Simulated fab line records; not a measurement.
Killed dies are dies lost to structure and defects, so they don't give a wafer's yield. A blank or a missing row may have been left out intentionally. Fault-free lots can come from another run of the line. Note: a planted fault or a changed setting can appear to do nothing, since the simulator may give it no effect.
fab line records :: flow gf180mcu
[record]
  lots = 14
  wafers = 42
  last-day = 34
route steps=602 shown VT_IMPLANT@116 V2@405 M4@457 V4@490
lots untouched by any fault: they come from a run of this same line in which no faults occurred
start-h: hours from the record's first day to the start of the lot's first wafer shown :: wait-h: hours elapsed since this lot's preceding step :: " as in the row above :: L1.1+2: several wafers, shown together as one row :: - no value present, or no start provided :: * or withheld: withheld :: < > ~ a bound
route shown NAME@n: names a module that has steps shown in the file, with the first one's number in the route :: usual: average and standard deviation across the fault-free wafers :: same: alike in all rows :: chamber/n: place in a boat :: sites: each site's reading :: _std_site: standard deviation of those values :: _edge_site: the outer-site mean with the inner-site mean subtracted :: radius-mm: for every site, how far away it sits from the centre of the wafer :: mask NAME#n: copy n :: behind: the last tool/chamber to shape the wafer :: hold: why the lot went on hold/how many hours it stayed there/how the hold came to an end :: device: whichever transistor did not switch (one of n, p or np) :: end of line: tests run on the same wafers once the route is complete :: for a step that has no rows: nothing shown but its recipe :: killed: dies lost to structure and defects at the first sort, not the wafer's yield :: map: the dies of a wafer, with x for killed, . for not killed, _ for no die there
set.NAME: the setting that was run; set.NAME@STEP: the one run at that earlier step :: model.NAME: the simulator's own value behind a step, which no gauge read
route steps across a sampled set of lots; one table per step, one row per wafer
services: a tool's chamber out of use, with start hour (start-h, from the record's first day; less than 0 if before it), hours out, and reason
[[steps]]
[step GF_VT_IMPLANT_EXPOSE_26]
[recipe]
  mask-id = LVPWELL_HV_AREA
  target-cd-nm = 860
  na = 0.6
  source-shape = conventional
  sigma-outer = 0.6
  dose-mj = 140
[usual]
  exposure-dose-mJ-cm2 = 140.02/0.11
  focus-offset-nm = 0.1/0.52
lot.wafer: L450.1
tool: iline-stepper-02
chamber: 0
start-h: 137.32
wait-h: -
mask: LVPWELL_HV_AREA#0
exposure-dose-mJ-cm2: 140.07
focus-offset-nm: -0.5

lot.wafer: L450.2
tool: iline-stepper-02
chamber: 0
start-h: 137.32
wait-h: -
mask: LVPWELL_HV_AREA#0
exposure-dose-mJ-cm2: 140.04
focus-offset-nm: 0.4

lot.wafer: L450.4
tool: iline-stepper-02
chamber: 0
start-h: 137.32
wait-h: -
mask: LVPWELL_HV_AREA#0
exposure-dose-mJ-cm2: 139.94
focus-offset-nm: 0.2

lot.wafer: L451.1
tool: iline-stepper-02
chamber: 0
start-h: 141.88
wait-h: -
mask: LVPWELL_HV_AREA#0
exposure-dose-mJ-cm2: 140.03
focus-offset-nm: 0.4

lot.wafer: L451.4
tool: iline-stepper-02
chamber: 0
start-h: 141.88
wait-h: -
mask: LVPWELL_HV_AREA#0
exposure-dose-mJ-cm2: 139.81
focus-offset-nm: -0.3

lot.wafer: L451.5
tool: iline-stepper-02
chamber: 0
start-h: 141.88
wait-h: -
mask: LVPWELL_HV_AREA#0
exposure-dose-mJ-cm2: 140.01
focus-offset-nm: 0.8

lot.wafer: L453.2
tool: iline-stepper-02
chamber: 0
start-h: 153.29
wait-h: -
mask: LVPWELL_HV_AREA#0
exposure-dose-mJ-cm2: 140.06
focus-offset-nm: -0.4

lot.wafer: L453.3
tool: iline-stepper-02
chamber: 0
start-h: 153.29
wait-h: -
mask: LVPWELL_HV_AREA#0
exposure-dose-mJ-cm2: 140.22
focus-offset-nm: 0.8

lot.wafer: L453.6
tool: iline-stepper-02
chamber: 0
start-h: 153.29
wait-h: -
mask: LVPWELL_HV_AREA#0
exposure-dose-mJ-cm2: 140.04
focus-offset-nm: 0.9

lot.wafer: L454.1
tool: iline-stepper-02
chamber: 0
start-h: 158.33
wait-h: -
mask: LVPWELL_HV_AREA#0
exposure-dose-mJ-cm2: 140.11
focus-offset-nm: 0.1

lot.wafer: L454.3
tool: iline-stepper-02
chamber: 0
start-h: 158.33
wait-h: -
mask: LVPWELL_HV_AREA#0
exposure-dose-mJ-cm2: 140.03
focus-offset-nm: -0.2

lot.wafer: L454.4
tool: iline-stepper-02
chamber: 0
start-h: 158.33
wait-h: -
mask: LVPWELL_HV_AREA#0
exposure-dose-mJ-cm2: 140.04
focus-offset-nm: 0.3

lot.wafer: L455.3
tool: iline-stepper-01
chamber: 0
start-h: 165.36
wait-h: -
mask: LVPWELL_HV_AREA#0
exposure-dose-mJ-cm2: 140.14
focus-offset-nm: -0.2

lot.wafer: L455.4
tool: iline-stepper-01
chamber: 0
start-h: 165.36
wait-h: -
mask: LVPWELL_HV_AREA#0
exposure-dose-mJ-cm2: 140.21
focus-offset-nm: 1.8

lot.wafer: L455.6
tool: iline-stepper-01
chamber: 0
start-h: 165.36
wait-h: -
mask: LVPWELL_HV_AREA#0
exposure-dose-mJ-cm2: 139.95
focus-offset-nm: -0.8

lot.wafer: L457.1
tool: iline-stepper-02
chamber: -
start-h: 181.33
wait-h: -
mask: LVPWELL_HV_AREA#0
exposure-dose-mJ-cm2: -
focus-offset-nm: -

lot.wafer: L457.4
tool: iline-stepper-02
chamber: -
start-h: 181.33
wait-h: -
mask: LVPWELL_HV_AREA#0
exposure-dose-mJ-cm2: -
focus-offset-nm: -

lot.wafer: L457.5
tool: iline-stepper-02
chamber: -
start-h: 181.33
wait-h: -
mask: LVPWELL_HV_AREA#0
exposure-dose-mJ-cm2: -
focus-offset-nm: -

lot.wafer: L458.3
tool: iline-stepper-02
chamber: -
start-h: 183.27
wait-h: -
mask: LVPWELL_HV_AREA#0
exposure-dose-mJ-cm2: -
focus-offset-nm: -

lot.wafer: L458.5
tool: iline-stepper-02
chamber: -
start-h: 183.27
wait-h: -
mask: LVPWELL_HV_AREA#0
exposure-dose-mJ-cm2: -
focus-offset-nm: -

lot.wafer: L458.6
tool: iline-stepper-02
chamber: -
start-h: 183.27
wait-h: -
mask: LVPWELL_HV_AREA#0
exposure-dose-mJ-cm2: -
focus-offset-nm: -

lot.wafer: L466.2
tool: iline-stepper-02
chamber: 0
start-h: 238.25
wait-h: -
mask: LVPWELL_HV_AREA#0
exposure-dose-mJ-cm2: 139.99
focus-offset-nm: 0.2

lot.wafer: L466.5
tool: iline-stepper-02
chamber: 0
start-h: 238.25
wait-h: -
mask: LVPWELL_HV_AREA#0
exposure-dose-mJ-cm2: 139.88
focus-offset-nm: 0.8

lot.wafer: L466.6
tool: iline-stepper-02
chamber: 0
start-h: 238.25
wait-h: -
mask: LVPWELL_HV_AREA#0
exposure-dose-mJ-cm2: 140.08
focus-offset-nm: -0.1

lot.wafer: L467.1
tool: iline-stepper-02
chamber: 0
start-h: 244.36
wait-h: -
mask: LVPWELL_HV_AREA#0
exposure-dose-mJ-cm2: 139.95
focus-offset-nm: 0.7

lot.wafer: L467.3
tool: iline-stepper-02
chamber: 0
start-h: 244.36
wait-h: -
mask: LVPWELL_HV_AREA#0
exposure-dose-mJ-cm2: 139.98
focus-offset-nm: -0.3

lot.wafer: L467.4
tool: iline-stepper-02
chamber: 0
start-h: 244.36
wait-h: -
mask: LVPWELL_HV_AREA#0
exposure-dose-mJ-cm2: 140.12
focus-offset-nm: 0.1

lot.wafer: L468.2
tool: iline-stepper-01
chamber: 0
start-h: 250.79
wait-h: -
mask: LVPWELL_HV_AREA#0
exposure-dose-mJ-cm2: 140.06
focus-offset-nm: -0.1

lot.wafer: L468.3
tool: iline-stepper-01
chamber: 0
start-h: 250.79
wait-h: -
mask: LVPWELL_HV_AREA#0
exposure-dose-mJ-cm2: 140.16
focus-offset-nm: 0.1

lot.wafer: L468.6
tool: iline-stepper-01
chamber: 0
start-h: 250.79
wait-h: -
mask: LVPWELL_HV_AREA#0
exposure-dose-mJ-cm2: 140.05
focus-offset-nm: -0.5

lot.wafer: L469.2
tool: iline-stepper-02
chamber: 0
start-h: 259.04
wait-h: -
mask: LVPWELL_HV_AREA#0
exposure-dose-mJ-cm2: 140.02
focus-offset-nm: 0.4

lot.wafer: L469.3
tool: iline-stepper-02
chamber: 0
start-h: 259.04
wait-h: -
mask: LVPWELL_HV_AREA#0
exposure-dose-mJ-cm2: 139.94
focus-offset-nm: 0.3

lot.wafer: L469.4
tool: iline-stepper-02
chamber: 0
start-h: 259.04
wait-h: -
mask: LVPWELL_HV_AREA#0
exposure-dose-mJ-cm2: 140.00
focus-offset-nm: 1.3

lot.wafer: L470.1
tool: iline-stepper-02
chamber: 0
start-h: 265.63
wait-h: -
mask: LVPWELL_HV_AREA#0
exposure-dose-mJ-cm2: 139.99
focus-offset-nm: -0.7

lot.wafer: L470.2
tool: iline-stepper-02
chamber: 0
start-h: 265.63
wait-h: -
mask: LVPWELL_HV_AREA#0
exposure-dose-mJ-cm2: 140.16
focus-offset-nm: -0.9

lot.wafer: L470.5
tool: iline-stepper-02
chamber: 0
start-h: 265.63
wait-h: -
mask: LVPWELL_HV_AREA#0
exposure-dose-mJ-cm2: 140.11
focus-offset-nm: 0.9

lot.wafer: L471.4
tool: iline-stepper-02
chamber: 0
start-h: 269.50
wait-h: -
mask: LVPWELL_HV_AREA#0
exposure-dose-mJ-cm2: 139.95
focus-offset-nm: -0.3

lot.wafer: L471.5
tool: iline-stepper-02
chamber: 0
start-h: 269.50
wait-h: -
mask: LVPWELL_HV_AREA#0
exposure-dose-mJ-cm2: 140.04
focus-offset-nm: 0.3

lot.wafer: L471.6
tool: iline-stepper-02
chamber: 0
start-h: 269.50
wait-h: -
mask: LVPWELL_HV_AREA#0
exposure-dose-mJ-cm2: 140.08
focus-offset-nm: 0.0

lot.wafer: L472.2
tool: iline-stepper-02
chamber: 0
start-h: 278.20
wait-h: -
mask: LVPWELL_HV_AREA#0
exposure-dose-mJ-cm2: 139.91
focus-offset-nm: -0.4

lot.wafer: L472.5
tool: iline-stepper-02
chamber: 0
start-h: 278.20
wait-h: -
mask: LVPWELL_HV_AREA#0
exposure-dose-mJ-cm2: 140.11
focus-offset-nm: -0.4

lot.wafer: L472.6
tool: iline-stepper-02
chamber: 0
start-h: 278.20
wait-h: -
mask: LVPWELL_HV_AREA#0
exposure-dose-mJ-cm2: 140.02
focus-offset-nm: 0.2
[step GF_V2_CVD_23]
[recipe]
  material = W
  target-thk-nm = 350
  time-s = 104.94
  temp-c = 400
  pressure-torr = 40
[usual]
  heater-power-w = 816/92
[same]
  time-s = 104.94
lot.wafer: L450.1
tool: cvd-w-02
chamber: 0
start-h: 471.37
wait-h: 0.0
heater-power-w: 993

lot.wafer: L450.2
tool: cvd-w-02
chamber: 1
start-h: 471.37
wait-h: 0.0
heater-power-w: 759

lot.wafer: L450.4
tool: cvd-w-02
chamber: 1
start-h: 471.37
wait-h: 0.0
heater-power-w: 743

lot.wafer: L451.1
tool: cvd-w-01
chamber: 0
start-h: 476.61
wait-h: 0.0
heater-power-w: 807

lot.wafer: L451.4
tool: cvd-w-01
chamber: 0
start-h: 476.61
wait-h: 0.0
heater-power-w: 776

lot.wafer: L451.5
tool: cvd-w-01
chamber: 1
start-h: 476.61
wait-h: 0.0
heater-power-w: 758

lot.wafer: L453.2
tool: cvd-w-01
chamber: 0
start-h: 493.84
wait-h: 0.0
heater-power-w: 778

lot.wafer: L453.3
tool: cvd-w-01
chamber: 1
start-h: 493.84
wait-h: 0.0
heater-power-w: 738

lot.wafer: L453.6
tool: cvd-w-01
chamber: 1
start-h: 493.84
wait-h: 0.0
heater-power-w: 792

lot.wafer: L454.1
tool: cvd-w-02
chamber: 1
start-h: 500.62
wait-h: 0.0
heater-power-w: 757

lot.wafer: L454.3
tool: cvd-w-02
chamber: 1
start-h: 500.62
wait-h: 0.0
heater-power-w: 771

lot.wafer: L454.4
tool: cvd-w-02
chamber: 0
start-h: 500.62
wait-h: 0.0
heater-power-w: 998

lot.wafer: L455.3
tool: cvd-w-01
chamber: 1
start-h: 512.56
wait-h: 0.1
heater-power-w: 771

lot.wafer: L455.4
tool: cvd-w-01
chamber: 0
start-h: 512.56
wait-h: 0.1
heater-power-w: 790

lot.wafer: L455.6
tool: cvd-w-01
chamber: 0
start-h: 512.56
wait-h: 0.1
heater-power-w: 777

lot.wafer: L466.2
tool: cvd-w-01
chamber: 0
start-h: 601.81
wait-h: 0.0
heater-power-w: 786

lot.wafer: L466.5
tool: cvd-w-01
chamber: 1
start-h: 601.81
wait-h: 0.0
heater-power-w: 779

lot.wafer: L466.6
tool: cvd-w-01
chamber: 0
start-h: 601.81
wait-h: 0.0
heater-power-w: 776

lot.wafer: L467.1
tool: cvd-w-02
chamber: 0
start-h: 615.77
wait-h: 0.0
heater-power-w: 1008

lot.wafer: L467.3
tool: cvd-w-02
chamber: 0
start-h: 615.77
wait-h: 0.0
heater-power-w: 1005

lot.wafer: L467.4
tool: cvd-w-02
chamber: 1
start-h: 615.77
wait-h: 0.0
heater-power-w: 755

lot.wafer: L468.2
tool: cvd-w-02
chamber: 1
start-h: 618.62
wait-h: 0.0
heater-power-w: 747

lot.wafer: L468.3
tool: cvd-w-02
chamber: 1
start-h: 618.62
wait-h: 0.0
heater-power-w: 745

lot.wafer: L468.6
tool: cvd-w-02
chamber: 0
start-h: 618.62
wait-h: 0.0
heater-power-w: 1002

lot.wafer: L469.2
tool: cvd-w-01
chamber: 1
start-h: 627.23
wait-h: 0.0
heater-power-w: 776

lot.wafer: L469.3
tool: cvd-w-01
chamber: 0
start-h: 627.23
wait-h: 0.0
heater-power-w: 781

lot.wafer: L469.4
tool: cvd-w-01
chamber: 1
start-h: 627.23
wait-h: 0.0
heater-power-w: 771

lot.wafer: L470.1
tool: cvd-w-01
chamber: 0
start-h: 634.13
wait-h: 0.0
heater-power-w: 793

lot.wafer: L470.2
tool: cvd-w-01
chamber: 1
start-h: 634.13
wait-h: 0.0
heater-power-w: 768

lot.wafer: L470.5
tool: cvd-w-01
chamber: 0
start-h: 634.13
wait-h: 0.0
heater-power-w: 772

lot.wafer: L471.4
tool: cvd-w-01
chamber: 1
start-h: 642.35
wait-h: 0.1
heater-power-w: 785

lot.wafer: L471.5
tool: cvd-w-01
chamber: 1
start-h: 642.35
wait-h: 0.1
heater-power-w: 767

lot.wafer: L471.6
tool: cvd-w-01
chamber: 0
start-h: 642.35
wait-h: 0.1
heater-power-w: 789

lot.wafer: L472.2
tool: cvd-w-02
chamber: 1
start-h: 644.51
wait-h: 0.0
heater-power-w: 758

lot.wafer: L472.5
tool: cvd-w-02
chamber: 0
start-h: 644.51
wait-h: 0.0
heater-power-w: 996

lot.wafer: L472.6
tool: cvd-w-02
chamber: 1
start-h: 644.51
wait-h: 0.0
heater-power-w: 766
[step GF_M4_SPUTTER_01]
[recipe]
  material = TiN
  target-thk-nm = 30
  power-w = 6500
  time-s = 25
  chamber-pressure-pa = 0.4
[usual]
  throttle-valve-pct = 30.3/1.1
[same]
  time-s = 25
lot.wafer: L450.1
tool: pvd-sputter-01
chamber: -
start-h: 522.85
wait-h: 0.1
throttle-valve-pct: 28.8

lot.wafer: L450.2
tool: pvd-sputter-01
chamber: -
start-h: 522.85
wait-h: 0.1
throttle-valve-pct: 30.9

lot.wafer: L450.4
tool: pvd-sputter-01
chamber: -
start-h: 522.85
wait-h: 0.1
throttle-valve-pct: 30.6

lot.wafer: L451.1
tool: pvd-sputter-02
chamber: -
start-h: 527.70
wait-h: 0.1
throttle-valve-pct: 31.3

lot.wafer: L451.4
tool: pvd-sputter-02
chamber: -
start-h: 527.70
wait-h: 0.1
throttle-valve-pct: 32.7

lot.wafer: L451.5
tool: pvd-sputter-02
chamber: -
start-h: 527.70
wait-h: 0.1
throttle-valve-pct: 31.4

lot.wafer: L453.2
tool: pvd-sputter-01
chamber: -
start-h: 543.95
wait-h: 0.1
throttle-valve-pct: 30.7

lot.wafer: L453.3
tool: pvd-sputter-01
chamber: -
start-h: 543.95
wait-h: 0.1
throttle-valve-pct: 28.4

lot.wafer: L453.6
tool: pvd-sputter-01
chamber: -
start-h: 543.95
wait-h: 0.1
throttle-valve-pct: 28.9

lot.wafer: L454.1
tool: pvd-sputter-01
chamber: -
start-h: 550.88
wait-h: 0.1
throttle-valve-pct: 30.9

lot.wafer: L454.3
tool: pvd-sputter-01
chamber: -
start-h: 550.88
wait-h: 0.1
throttle-valve-pct: 28.4

lot.wafer: L454.4
tool: pvd-sputter-01
chamber: -
start-h: 550.88
wait-h: 0.1
throttle-valve-pct: 30.9

lot.wafer: L455.3
tool: pvd-sputter-02
chamber: -
start-h: 561.58
wait-h: 0.1
throttle-valve-pct: 32.7

lot.wafer: L455.4
tool: pvd-sputter-02
chamber: -
start-h: 561.58
wait-h: 0.1
throttle-valve-pct: 28.4

lot.wafer: L455.6
tool: pvd-sputter-02
chamber: -
start-h: 561.58
wait-h: 0.1
throttle-valve-pct: 29.5

lot.wafer: L466.2
tool: pvd-sputter-04
chamber: -
start-h: 647.45
wait-h: 0.1
throttle-valve-pct: 29.5

lot.wafer: L466.5
tool: pvd-sputter-04
chamber: -
start-h: 647.45
wait-h: 0.1
throttle-valve-pct: 30.2

lot.wafer: L466.6
tool: pvd-sputter-04
chamber: -
start-h: 647.45
wait-h: 0.1
throttle-valve-pct: 29.4

lot.wafer: L467.1
tool: pvd-sputter-02
chamber: -
start-h: 659.54
wait-h: 0.1
throttle-valve-pct: 30.1

lot.wafer: L467.3
tool: pvd-sputter-02
chamber: -
start-h: 659.54
wait-h: 0.1
throttle-valve-pct: 28.6

lot.wafer: L467.4
tool: pvd-sputter-02
chamber: -
start-h: 659.54
wait-h: 0.1
throttle-valve-pct: 32.7

lot.wafer: L468.2
tool: pvd-sputter-02
chamber: -
start-h: 663.21
wait-h: 0.1
throttle-valve-pct: 31.2

lot.wafer: L468.3
tool: pvd-sputter-02
chamber: -
start-h: 663.21
wait-h: 0.1
throttle-valve-pct: 32.8

lot.wafer: L468.6
tool: pvd-sputter-02
chamber: -
start-h: 663.21
wait-h: 0.1
throttle-valve-pct: 30.0

lot.wafer: L469.2
tool: pvd-sputter-01
chamber: -
start-h: 671.09
wait-h: 0.1
throttle-valve-pct: 30.1

lot.wafer: L469.3
tool: pvd-sputter-01
chamber: -
start-h: 671.09
wait-h: 0.1
throttle-valve-pct: 30.8

lot.wafer: L469.4
tool: pvd-sputter-01
chamber: -
start-h: 671.09
wait-h: 0.1
throttle-valve-pct: 31.1

lot.wafer: L470.1
tool: pvd-sputter-02
chamber: -
start-h: 677.97
wait-h: 0.1
throttle-valve-pct: 30.1

lot.wafer: L470.2
tool: pvd-sputter-02
chamber: -
start-h: 677.97
wait-h: 0.1
throttle-valve-pct: 31.3

lot.wafer: L470.5
tool: pvd-sputter-02
chamber: -
start-h: 677.97
wait-h: 0.1
throttle-valve-pct: 30.0

lot.wafer: L471.4
tool: pvd-sputter-04
chamber: -
start-h: 684.53
wait-h: 0.1
throttle-valve-pct: 30.5

lot.wafer: L471.5
tool: pvd-sputter-04
chamber: -
start-h: 684.53
wait-h: 0.1
throttle-valve-pct: 30.9

lot.wafer: L471.6
tool: pvd-sputter-04
chamber: -
start-h: 684.53
wait-h: 0.1
throttle-valve-pct: 29.7

lot.wafer: L472.2
tool: pvd-sputter-04
chamber: -
start-h: 687.47
wait-h: 0.1
throttle-valve-pct: 29.9

lot.wafer: L472.5
tool: pvd-sputter-04
chamber: -
start-h: 687.47
wait-h: 0.1
throttle-valve-pct: 29.4

lot.wafer: L472.6
tool: pvd-sputter-04
chamber: -
start-h: 687.47
wait-h: 0.1
throttle-valve-pct: 29.7
[step GF_V4_CD_MEAS_14]
[recipe]
  target-cd-nm = 260
[usual]
  cd-nm = 259.7/1.3
lot.wafer: L450.1
tool: cd-sem-02
chamber: -
start-h: 569.84
wait-h: 0.1
cd-nm: 257.5

lot.wafer: L450.2
tool: cd-sem-02
chamber: -
start-h: 569.84
wait-h: 0.1
cd-nm: 258.9

lot.wafer: L450.4
tool: cd-sem-02
chamber: -
start-h: 569.84
wait-h: 0.1
cd-nm: 258.5

lot.wafer: L451.1
tool: cd-sem-02
chamber: -
start-h: 574.04
wait-h: 0.1
cd-nm: 260.7

lot.wafer: L451.4
tool: cd-sem-02
chamber: -
start-h: 574.04
wait-h: 0.1
cd-nm: 261.5

lot.wafer: L451.5
tool: cd-sem-02
chamber: -
start-h: 574.04
wait-h: 0.1
cd-nm: 260.4

lot.wafer: L453.2
tool: cd-sem-02
chamber: -
start-h: 589.07
wait-h: 0.1
cd-nm: 259.6

lot.wafer: L453.3
tool: cd-sem-02
chamber: -
start-h: 589.07
wait-h: 0.1
cd-nm: 258.0

lot.wafer: L453.6
tool: cd-sem-02
chamber: -
start-h: 589.07
wait-h: 0.1
cd-nm: 258.6

lot.wafer: L454.1
tool: cd-sem-01
chamber: -
start-h: 594.55
wait-h: 0.1
cd-nm: 261.2

lot.wafer: L454.3
tool: cd-sem-01
chamber: -
start-h: 594.55
wait-h: 0.1
cd-nm: 260.0

lot.wafer: L454.4
tool: cd-sem-01
chamber: -
start-h: 594.55
wait-h: 0.1
cd-nm: 259.7

lot.wafer: L455.3
tool: cd-sem-01
chamber: -
start-h: 606.34
wait-h: 0.1
cd-nm: 259.5

lot.wafer: L455.4
tool: cd-sem-01
chamber: -
start-h: 606.34
wait-h: 0.1
cd-nm: 259.1

lot.wafer: L455.6
tool: cd-sem-01
chamber: -
start-h: 606.34
wait-h: 0.1
cd-nm: 259.7

lot.wafer: L466.2
tool: cd-sem-02
chamber: -
start-h: 687.71
wait-h: 0.1
cd-nm: 260.0

lot.wafer: L466.5
tool: cd-sem-02
chamber: -
start-h: 687.71
wait-h: 0.1
cd-nm: 259.5

lot.wafer: L466.6
tool: cd-sem-02
chamber: -
start-h: 687.71
wait-h: 0.1
cd-nm: 258.7

lot.wafer: L467.1
tool: cd-sem-01
chamber: -
start-h: 699.20
wait-h: 0.1
cd-nm: 261.5

lot.wafer: L467.3
tool: cd-sem-01
chamber: -
start-h: 699.20
wait-h: 0.1
cd-nm: 262.4

lot.wafer: L467.4
tool: cd-sem-01
chamber: -
start-h: 699.20
wait-h: 0.1
cd-nm: 260.9

lot.wafer: L468.2
tool: cd-sem-02
chamber: -
start-h: 702.22
wait-h: 0.1
cd-nm: 262.2

lot.wafer: L468.3
tool: cd-sem-02
chamber: -
start-h: 702.22
wait-h: 0.1
cd-nm: 261.0

lot.wafer: L468.6
tool: cd-sem-02
chamber: -
start-h: 702.22
wait-h: 0.1
cd-nm: 261.9

lot.wafer: L469.2
tool: cd-sem-02
chamber: -
start-h: 709.82
wait-h: 0.1
cd-nm: 257.8

lot.wafer: L469.3
tool: cd-sem-02
chamber: -
start-h: 709.82
wait-h: 0.1
cd-nm: 258.1

lot.wafer: L469.4
tool: cd-sem-02
chamber: -
start-h: 709.82
wait-h: 0.1
cd-nm: 258.7

lot.wafer: L470.1
tool: cd-sem-01
chamber: -
start-h: 716.25
wait-h: 0.1
cd-nm: 259.4

lot.wafer: L470.2
tool: cd-sem-01
chamber: -
start-h: 716.25
wait-h: 0.1
cd-nm: 260.6

lot.wafer: L470.5
tool: cd-sem-01
chamber: -
start-h: 716.25
wait-h: 0.1
cd-nm: 259.4

lot.wafer: L471.4
tool: cd-sem-02
chamber: -
start-h: 722.96
wait-h: 0.1
cd-nm: 260.7

lot.wafer: L471.5
tool: cd-sem-02
chamber: -
start-h: 722.96
wait-h: 0.1
cd-nm: 261.2

lot.wafer: L471.6
tool: cd-sem-02
chamber: -
start-h: 722.96
wait-h: 0.1
cd-nm: 260.8

lot.wafer: L472.2
tool: cd-sem-01
chamber: -
start-h: 725.22
wait-h: 0.1
cd-nm: 258.0

lot.wafer: L472.5
tool: cd-sem-01
chamber: -
start-h: 725.22
wait-h: 0.1
cd-nm: 258.7

lot.wafer: L472.6
tool: cd-sem-01
chamber: -
start-h: 725.22
wait-h: 0.1
cd-nm: 258.2
[[services]]
tool: cvd-w-02
chamber: -
start-h: 149.67
hours: 11.4
kind: repair

tool: pvd-sputter-04
chamber: -
start-h: 161.24
hours: 8.8
kind: repair

tool: iline-stepper-02
chamber: -
start-h: 195.23
hours: 1.7
kind: pm

tool: pvd-sputter-02
chamber: -
start-h: 208.52
hours: 15.9
kind: repair

tool: cvd-w-02
chamber: -
start-h: 217.86
hours: 6.0
kind: pm

tool: cvd-w-01
chamber: 0
start-h: 341.94
hours: 2.9
kind: repair

tool: cvd-w-01
chamber: -
start-h: 371.35
hours: 2.8
kind: pm

tool: iline-stepper-02
chamber: -
start-h: 372.76
hours: 4.4
kind: pm

tool: cvd-w-01
chamber: -
start-h: 390.00
hours: 14.0
kind: pm

tool: pvd-sputter-01
chamber: -
start-h: 395.83
hours: 8.4
kind: repair

tool: iline-stepper-02
chamber: -
start-h: 413.41
hours: 1.7
kind: pm

tool: cvd-w-02
chamber: 1
start-h: 437.15
hours: 2.5
kind: repair

tool: cvd-w-01
chamber: -
start-h: 456.23
hours: 0.8
kind: repair

tool: pvd-sputter-02
chamber: -
start-h: 538.49
hours: 8.1
kind: repair

tool: pvd-sputter-01
chamber: -
start-h: 554.01
hours: 1.5
kind: repair

tool: cvd-w-02
chamber: 0
start-h: 579.35
hours: 17.5
kind: repair

tool: cvd-w-02
chamber: -
start-h: 583.60
hours: 0.6
kind: repair

tool: pvd-sputter-02
chamber: -
start-h: 591.09
hours: 1.5
kind: repair

tool: cvd-w-02
chamber: 0
start-h: 603.38
hours: 3.5
kind: repair

tool: iline-stepper-02
chamber: -
start-h: 605.75
hours: 8.9
kind: pm

tool: cvd-w-01
chamber: -
start-h: 611.77
hours: 6.9
kind: pm

tool: pvd-sputter-02
chamber: -
start-h: 626.30
hours: 7.5
kind: repair

tool: iline-stepper-02
chamber: -
start-h: 631.66
hours: 1.7
kind: pm

tool: pvd-sputter-02
chamber: -
start-h: 643.61
hours: 5.7
kind: repair
[[key]]
[first-sign]
  step = GF_VT_IMPLANT_EXPOSE_26
  reading = tool-record
  direction = missing
effect none on later readings
met-at GF_VT_IMPLANT_EXPOSE_26
struck-lots L457,L458
later-rows-left-out L457.1,L457.4,L457.5,L458.3,L458.5,L458.6
sort-left-out L457.1,L457.4,L457.5,L458.3,L458.5,L458.6
tester-left-out L457,L458
not-acting-at GF_V2_CVD_23,GF_M4_SPUTTER_01,GF_V4_CD_MEAS_14
onset-between 158.33 181.33
[fault]
  kind = skipped-step-whole
  tool = iline-stepper-02
  chamber = -
  onset-h = 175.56
  steps = GF_VT_IMPLANT_EXPOSE_26
  scope = struck-lots-only
// tester-left-out: of these lots the tester's yield and bins aren't shown, on N5 and GAA mostly nor the transistor test; their killed dies are dies lost to structure and defects alone, not to doping, threshold or leakage, so they don't give the yield
// sort-left-out: the simulated sort isn't trusted on such a fault, so these wafers' sort isn't shown, and their yield isn't known
// later-rows-left-out: the simulator's readings of these wafers behind a module that went badly wrong aren't trusted and aren't shown, but for the sort
